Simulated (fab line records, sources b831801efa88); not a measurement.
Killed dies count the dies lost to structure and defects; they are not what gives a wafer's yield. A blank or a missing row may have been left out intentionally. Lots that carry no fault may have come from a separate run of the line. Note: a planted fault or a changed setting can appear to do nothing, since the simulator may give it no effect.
Which tool is to blame? | flow sky130 | Sampling: 13 lots, 39 wafers, 4 of 708 route steps

== WHAT THE GAUGES SHOWED, per wafer ==
SKY_METAL1_CD_MEAS_15: the cd target is 140 nm. Usual: cd-nm 140.0 nm, standard deviation 1.6.
lot  | measured     | on        | cd-nm (nm)        | flag
L280 | day 32 22:01 | cd-sem-01 | 139.6 140.8 141.1 |
L279 | day 32 22:47 | cd-sem-02 | 140.0 139.2 140.1 |
L281 | day 33 07:05 | cd-sem-02 | 139.4 140.0 139.3 |
L283 | day 34 15:01 | cd-sem-01 | 141.0 140.0 141.4 |
L285 | day 34 15:25 | cd-sem-02 | 140.9 139.7 139.4 |
L286 | day 35 07:46 | cd-sem-01 | 139.4 139.5 139.7 |
L287 | day 35 14:38 | cd-sem-02 | 138.8 138.4 140.3 |
L294 | day 37 13:50 | cd-sem-01 | 141.7 142.6 141.9 |
L295 | day 37 19:40 | cd-sem-02 | 139.9 141.7 141.5 |
L297 | day 38 14:20 | cd-sem-01 | 141.2 139.3 140.3 |
L298 | day 38 18:53 | cd-sem-01 | 140.7 140.0 141.8 |
L300 | day 39 07:20 | cd-sem-01 | 138.0 138.6 138.8 |
L301 | day 39 08:28 | cd-sem-01 | 142.1 141.8 142.2 |

SKY_VIA1_RS_MEAS_22: measures by four-point-probe. Usual: VIA1_W_RS 0.427 ohm/sq, standard deviation 0.0066.
lot  | measured     | on            | VIA1_W_RS (ohm/sq) | flag
L280 | day 34 03:47 | film-metro-01 | 0.432 0.435 0.432  |
L279 | day 34 05:23 | film-metro-02 | 0.428 0.429 0.432  |
L281 | day 34 12:02 | film-metro-02 | 0.432 0.420 0.431  |
L283 | day 35 19:05 | film-metro-01 | 0.428 0.424 0.425  |
L285 | day 35 21:11 | film-metro-03 | 0.431 0.417 0.431  |
L286 | day 36 12:34 | film-metro-02 | 0.423 0.426 0.426  |
L287 | day 36 19:21 | film-metro-01 | 0.412 0.412 0.421  |
L294 | day 38 18:56 | film-metro-01 | 0.433 0.433 0.435  |
L295 | day 39 00:10 | film-metro-03 | 0.433 0.439 0.428  |
L297 | day 39 16:51 | film-metro-01 | 0.417 0.428 0.431  |
L298 | day 39 21:45 | film-metro-01 | 0.429 0.424 0.432  |
L300 | day 40 09:54 | film-metro-02 | 0.416 0.416 0.421  |
L301 | day 40 10:52 | film-metro-02 | 0.429 0.434 0.422  |

== WHICH TOOL RAN EACH LOT (tool, then ch and the chambers of the sampled wafers, then the start) ==
lot  | SKY_POLY_CUT_STRIP_12                | SKY_METAL1_SPUTTER_00
L280 | plasma-asher-02 ch 0,1, day 24 11:01 | pvd-sputter-02, day 31 18:37
L279 | plasma-asher-02 ch 0,1, day 24 11:40 | pvd-sputter-02, day 31 19:58
L281 | plasma-asher-01 ch 0,1, day 24 19:08 | pvd-sputter-04, day 32 04:10
L283 | plasma-asher-02 ch 0,1, day 26 05:32 | pvd-sputter-04, day 33 11:44
L285 | plasma-asher-01 ch 0,1, day 26 06:31 | pvd-sputter-03, day 33 12:28
L286 | plasma-asher-01 ch 0,1, day 26 11:57 | pvd-sputter-04, day 34 04:49
L287 | plasma-asher-01 ch 0,1, day 27 07:19 | pvd-sputter-03, day 34 12:12
L294 | plasma-asher-02 ch 0,1, day 29 12:55 | pvd-sputter-02, day 36 11:48
L295 | plasma-asher-01 ch 0,1, day 29 17:44 | pvd-sputter-02, day 36 17:46
L297 | plasma-asher-01 ch 0,1, day 30 12:54 | pvd-sputter-02, day 37 12:53
L298 | plasma-asher-03 ch 0,1, day 30 19:19 | pvd-sputter-03, day 37 17:16
L300 | plasma-asher-01 ch 0,1, day 31 07:50 | pvd-sputter-02, day 38 06:05
L301 | plasma-asher-03 ch 0, day 31 08:11   | pvd-sputter-04, day 38 07:04
- SKY_POLY_CUT_STRIP_12: strips in O2/N2.
- SKY_METAL1_SPUTTER_00: material Ti, target thk 15 nm, time 10 s.

== WHAT THE TOOLS THEMSELVES READ (means of the sampled wafers that have a number; where no wafer has one, the mark that the record gives instead) ==
SKY_POLY_CUT_STRIP_12. Usual: drypump-motor-current-A 5.7 A, standard deviation 0.49; oes-product-au 0.452 a.u., standard deviation 0.0046; strip-time-to-endpoint-s 5.367 s, standard deviation 0.016.
lot  | tool            | drypump-motor-current-A (A) | oes-product-au (a.u.) | strip-time-to-endpoint-s (s) | flag
L280 | plasma-asher-02 | 5.2                         | 0.454                 | 5.382                        |
L279 | plasma-asher-02 | 5.2                         | 0.457                 | 5.374                        |
L281 | plasma-asher-01 | 6.0                         | 0.449                 | 5.373                        |
L283 | plasma-asher-02 | 5.2                         | 0.454                 | 5.337                        |
L285 | plasma-asher-01 | 6.0                         | 0.452                 | 5.376                        |
L286 | plasma-asher-01 | 5.7                         | 0.450                 | 5.364                        |
L287 | plasma-asher-01 | 6.0                         | 0.454                 | 5.372                        |
L294 | plasma-asher-02 | 5.2                         | 0.457                 | 5.369                        |
L295 | plasma-asher-01 | 6.0                         | 0.455                 | 5.358                        |
L297 | plasma-asher-01 | 6.0                         | 0.459                 | 5.372                        |
L298 | plasma-asher-03 | 6.1                         | 0.452                 | 5.364                        |
L300 | plasma-asher-01 | 5.7                         | 0.451                 | 5.361                        |
L301 | plasma-asher-03 | 6.1                         | 0.447                 | 5.367                        |

SKY_METAL1_SPUTTER_00. Usual: throttle-valve-pct 30.6 %, standard deviation 0.67.
lot  | tool           | throttle-valve-pct (%) | flag
L280 | pvd-sputter-02 | 30.1                   |
L279 | pvd-sputter-02 | 29.9                   |
L281 | pvd-sputter-04 | 31.6                   |
L283 | pvd-sputter-04 | 30.3                   |
L285 | pvd-sputter-03 | 30.7                   |
L286 | pvd-sputter-04 | 30.9                   |
L287 | pvd-sputter-03 | 30.8                   |
L294 | pvd-sputter-02 | 30.3                   |
L295 | pvd-sputter-02 | 30.1                   |
L297 | pvd-sputter-02 | 29.9                   |
L298 | pvd-sputter-03 | 30.9                   |
L300 | pvd-sputter-02 | 29.9                   |
L301 | pvd-sputter-04 | 31.0                   |

== THE ANSWER, worked out from the rows above alone ==
Rule: take the mean of a lot's wafers that have a number; if it is more than 3 standard deviations from the usual mean, the lot is off. Also off: a lot with no number at a reading for which 4 or more lots have one. Where the step has rows for the other lots, those lots are counted as sound. First the gauges in route order, then the tools' own readings, where a lot's mean is used as printed above. At the first step where some lot is off, the reading lying furthest off is the one used; lots without a number count as furthest.
None of the lots is off at any reading shown; this tells nothing.

== WHAT THE SIMULATOR HAD INSERTED ==
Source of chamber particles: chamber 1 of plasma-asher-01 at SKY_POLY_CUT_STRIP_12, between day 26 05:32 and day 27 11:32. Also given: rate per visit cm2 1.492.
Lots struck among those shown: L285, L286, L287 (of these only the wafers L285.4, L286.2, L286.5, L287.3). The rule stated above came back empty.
